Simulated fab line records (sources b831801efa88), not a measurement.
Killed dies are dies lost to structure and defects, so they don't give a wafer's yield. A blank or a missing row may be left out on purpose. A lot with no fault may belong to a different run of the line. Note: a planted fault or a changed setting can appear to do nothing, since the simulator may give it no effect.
What tool caused it? ; flow gf180mcu ; 12 lots, 36 wafers sampled, at 5 steps of a route of 602

## WHAT THE GAUGES READ, wafer by wafer
The record lacks any reading of a measuring or inspecting step that a usual standard deviation could be used to judge.

## WHAT TOOL EACH LOT RAN ON (gives the tool, then ch and the chambers of the sampled wafers, and finally the start)
lot;GF_STI_CMP_25;GF_VT_IMPLANT_COAT_35;GF_VT_IMPLANT_STRIP_42;GF_POLY_GATE_ETCH_12;GF_HV_LDD_ETCHBACK_58
L152;cmp-01 ch 0,1, day 2 03:35;lithoTrack-03 ch 0, day 7 04:34;plasmaAsher-01 ch 0,1, day 7 12:28;rieDiel-01 ch 1,2,3, day 9 05:19;rieDiel-04 ch 0,1,3, day 12 12:18
L153;cmp-01 ch 1,2, day 2 08:29;lithoTrack-03 ch 0, day 7 10:04;plasmaAsher-03 ch 0,1, day 7 18:49;rieDiel-02 ch 0,1,2, day 9 10:19;rieDiel-03 ch 0,1,2, day 12 21:03
L156;cmp-01 ch 0,1,3, day 2 23:53;lithoTrack-03 ch 0, day 8 06:17;plasmaAsher-02 ch 0,1, day 8 14:49;rieDiel-01 ch 2,3, day 10 06:44;rieDiel-04 ch 0,1,2, day 13 17:44
L157;cmp-02 ch 0,3, day 3 05:05;lithoTrack-01 ch 0, day 8 11:47;plasmaAsher-03 ch 0,1, day 8 20:47;rieDiel-02 ch 2,3, day 10 13:25;rieDiel-01 ch 0,2,3, day 13 23:33
L160;cmp-02 ch 2,3, day 3 20:36;lithoTrack-01 ch 0, day 9 07:27;plasmaAsher-01 ch 0, day 9 16:13;rieDiel-01 ch 0,1, day 11 11:08;rieDiel-04 ch 0,2,3, day 15 03:53
L162;cmp-01 ch 1,2, day 4 07:14;lithoTrack-01 ch 0, day 9 21:23;plasmaAsher-02 ch 0,1, day 10 07:04;rieDiel-03 ch 0,3, day 12 01:47;rieDiel-01 ch 0,2, day 15 18:20
L163;cmp-02 ch 2,3, day 4 12:19;lithoTrack-04 ch 0, day 10 05:10;plasmaAsher-03 ch 0,1, day 10 14:10;rieDiel-02 ch 0,3, day 12 13:04;rieDiel-01 ch 0,1,3, day 16 08:09
L165;cmp-02 ch 1,2,3, day 4 23:53;lithoTrack-03 ch 0, day 11 00:23;plasmaAsher-01 ch 0,1, day 11 09:39;rieDiel-02 ch 1,2,3, day 13 09:02;rieDiel-04 ch 0,2,3, day 17 07:05
L166;cmp-01 ch 1,3, day 5 05:07;lithoTrack-01 ch 0, day 11 03:39;plasmaAsher-03 ch 0,1, day 11 13:04;rieDiel-03 ch 0,1,2, day 13 11:32;rieDiel-03 ch 2,3, day 17 08:43
L173;cmp-02 ch 0,1,3, day 6 16:13;lithoTrack-03 ch 0, day 13 01:32;plasmaAsher-03 ch 0,1, day 13 11:27;rieDiel-01 ch 1,2,3, day 15 12:50;rieDiel-03 ch 0,2,3, day 19 16:52
L174;cmp-01 ch 0,3, day 6 22:37;lithoTrack-03 ch 0, day 13 09:11;plasmaAsher-02 ch 0,1, day 13 19:31;rieDiel-02 ch 0,1, day 15 20:11;rieDiel-01 ch 0,2,3, day 20 00:26
L175;cmp-01 ch 0,2,3, day 7 05:08;lithoTrack-04 ch 0, day 13 16:14;plasmaAsher-03 ch 0,1, day 14 02:42;rieDiel-03 ch 0,2,3, day 16 05:13;rieDiel-01 ch 2,3, day 20 11:10
- GF_STI_CMP_25: polishes, stops on Si3N4, t overpolish 33 s, target thk 524.6 nm.
- GF_VT_IMPLANT_COAT_35: resist thk 1000 nm.
- GF_VT_IMPLANT_STRIP_42: strips in O2/N2.
- GF_POLY_GATE_ETCH_12: etches BARC in N2/H2.
- GF_HV_LDD_ETCHBACK_58: etches Si3N4 in CH3F/O2, stops on SiO2, time 100 s, target depth 90 nm.

## WHAT THE TOOLS THEMSELVES READ (means of the sampled wafers that have a number; where no wafer has one, the mark that the record gives instead)
GF_STI_CMP_25. Usual: motorCurrentA 12.2 A, standard deviation 1.2; overpolishRunS 33.001 s, standard deviation 0.0084; timeToEndpointS 122 s, standard deviation 4.1.
lot;tool;motorCurrentA (A);overpolishRunS (s);timeToEndpointS (s);flag
L152;cmp-01;13.2;32.999;119;
L153;cmp-01;12.5;33.002;121;
L156;cmp-01;12.6;32.999;121;
L157;cmp-02;12.6;33.005;123;
L160;cmp-02;13.3;32.995;127;
L162;cmp-01;12.5;33.000;125;
L163;cmp-02;13.9;33.012;125;
L165;cmp-02;11.8;32.997;123;
L166;cmp-01;12.1;32.998;118;
L173;cmp-02;11.5;33.003;122;
L174;cmp-01;12.1;33.005;124;
L175;cmp-01;12.1;32.997;122;

GF_VT_IMPLANT_COAT_35. Usual: spinSpeedRpm reads 2999.8 rpm (standard deviation 1.9).
lot;tool;spinSpeedRpm (rpm);flag
L152;lithoTrack-03;2996.7;
L153;lithoTrack-03;3001.4;
L156;lithoTrack-03;3001.9;
L157;lithoTrack-01;2999.5;
L160;lithoTrack-01;2999.8;
L162;lithoTrack-01;3000.0;
L163;lithoTrack-04;3000.4;
L165;lithoTrack-03;2999.6;
L166;lithoTrack-01;3000.9;
L173;lithoTrack-03;3209.8;OFF
L174;lithoTrack-03;3209.9;OFF
L175;lithoTrack-04;2997.4;

GF_VT_IMPLANT_STRIP_42. Usual: drypumpMotorCurrentA 5.5 A, standard deviation 0.38; heaterPowerW 337 W, standard deviation 18; o2FlowSccm 2999 sccm, standard deviation 7.8; oesProductAu 0.716 a.u., standard deviation 0.0051; stripTimeToEndpointS 12.637 s, standard deviation 0.029.
lot;tool;drypumpMotorCurrentA (A);heaterPowerW (W);o2FlowSccm (sccm);oesProductAu (a.u.);stripTimeToEndpointS (s);flag
L152;plasmaAsher-01;5.2;353;3007;0.712;12.632;
L153;plasmaAsher-03;5.9;327;3003;0.714;12.648;
L156;plasmaAsher-02;5.8;318;3001;0.714;12.636;
L157;plasmaAsher-03;5.7;335;3001;0.714;12.602;
L160;plasmaAsher-01;5.2;354;3002;0.715;12.599;
L162;plasmaAsher-02;5.9;317;2986;0.717;12.605;
L163;plasmaAsher-03;5.7;334;3000;0.718;12.673;
L165;plasmaAsher-01;5.1;358;3002;0.716;12.649;
L166;plasmaAsher-03;5.7;334;3005;0.719;12.641;
L173;plasmaAsher-03;5.7;333;3004;0.712;12.281;OFF
L174;plasmaAsher-02;5.8;318;2998;0.711;12.258;OFF
L175;plasmaAsher-03;5.6;336;2996;0.715;12.638;

GF_POLY_GATE_ETCH_12. Usual: drypumpMotorCurrentA 5.64 A, standard deviation 0.26; oesProductAu 0.735 a.u., standard deviation 0.0046; throttleValvePct 13.213 %, standard deviation 0.0091.
lot;tool;drypumpMotorCurrentA (A);oesProductAu (a.u.);throttleValvePct (%);flag
L152;rieDiel-01;5.42;0.731;13.220;
L153;rieDiel-02;5.73;0.738;13.212;
L156;rieDiel-01;5.51;0.732;13.214;
L157;rieDiel-02;5.42;0.734;13.209;
L160;rieDiel-01;5.58;0.737;13.214;
L162;rieDiel-03;5.91;0.732;13.212;
L163;rieDiel-02;5.63;0.737;13.205;
L165;rieDiel-02;5.64;0.732;13.215;
L166;rieDiel-03;5.70;0.739;13.205;
L173;rieDiel-01;5.41;0.736;13.205;
L174;rieDiel-02;6.05;0.733;13.212;
L175;rieDiel-03;5.85;0.740;13.225;

GF_HV_LDD_ETCHBACK_58. Usual: O2_flow_sccm 30.02 sccm, standard deviation 0.097; drypumpMotorCurrentA 5.63 A, standard deviation 0.28; oesProductAu 0.843 a.u., standard deviation 0.0066; throttleValvePct 10.561 %, standard deviation 0.01.
lot;tool;O2_flow_sccm (sccm);drypumpMotorCurrentA (A);oesProductAu (a.u.);throttleValvePct (%);flag
L152;rieDiel-04;30.07;5.81;0.834;10.554;
L153;rieDiel-03;29.88;5.69;0.839;10.566;
L156;rieDiel-04;30.01;5.67;0.836;10.568;
L157;rieDiel-01;30.12;5.55;0.853;10.559;
L160;rieDiel-04;30.00;5.65;0.844;10.571;
L162;rieDiel-01;30.01;5.57;0.837;10.567;
L163;rieDiel-01;30.09;5.46;0.860;10.560;
L165;rieDiel-04;30.15;5.68;0.842;10.562;
L166;rieDiel-03;30.09;5.76;0.844;10.564;
L173;rieDiel-03;29.99;5.82;0.845;10.560;
L174;rieDiel-01;29.99;5.53;0.846;10.557;
L175;rieDiel-01;30.04;5.50;0.851;10.550;

## THE ANSWER, worked out from the rows above alone
Rule: a lot is off if the mean of its wafers that have a number lies more than 3 standard deviations from the usual mean. Also off: a lot with no number at a reading for which 4 or more lots have one. The other lots that the step has rows for count as sound. After the gauges, taken in route order, come the tools' own readings; for these a lot's mean is taken, as printed above. The first step at which some lot is off is used, and at that step the reading that is off furthest; a lot without a number counts as furthest.
Off: L173, L174, at GF_VT_IMPLANT_COAT_35 (spinSpeedRpm).
If a tool, at that step or one of the process steps before it, ran each lot that is off and ran no sound lot following the first of them, it fits. One fits: GF_VT_IMPLANT_COAT_35 on lithoTrack-03. Its last sound lot is L165 (day 11 00:23), its first lot that is off L173 (day 13 01:32): a fault that began between those two fits.
On the lots that are off, the tool's own readings at GF_VT_IMPLANT_COAT_35 differ by more than 5 times the standard deviation of the sound lots' means, which bears it out; spinSpeedRpm reads 3209.9 rpm there versus 2999.8 rpm on the sound lots.

## WHAT THE SIMULATOR HAD PUT IN
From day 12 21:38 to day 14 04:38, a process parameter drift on lithoTrack-03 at GF_VT_IMPLANT_COAT_35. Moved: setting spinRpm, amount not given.
Struck lots among those shown: L173, L174. The rule given above showed the same thing.
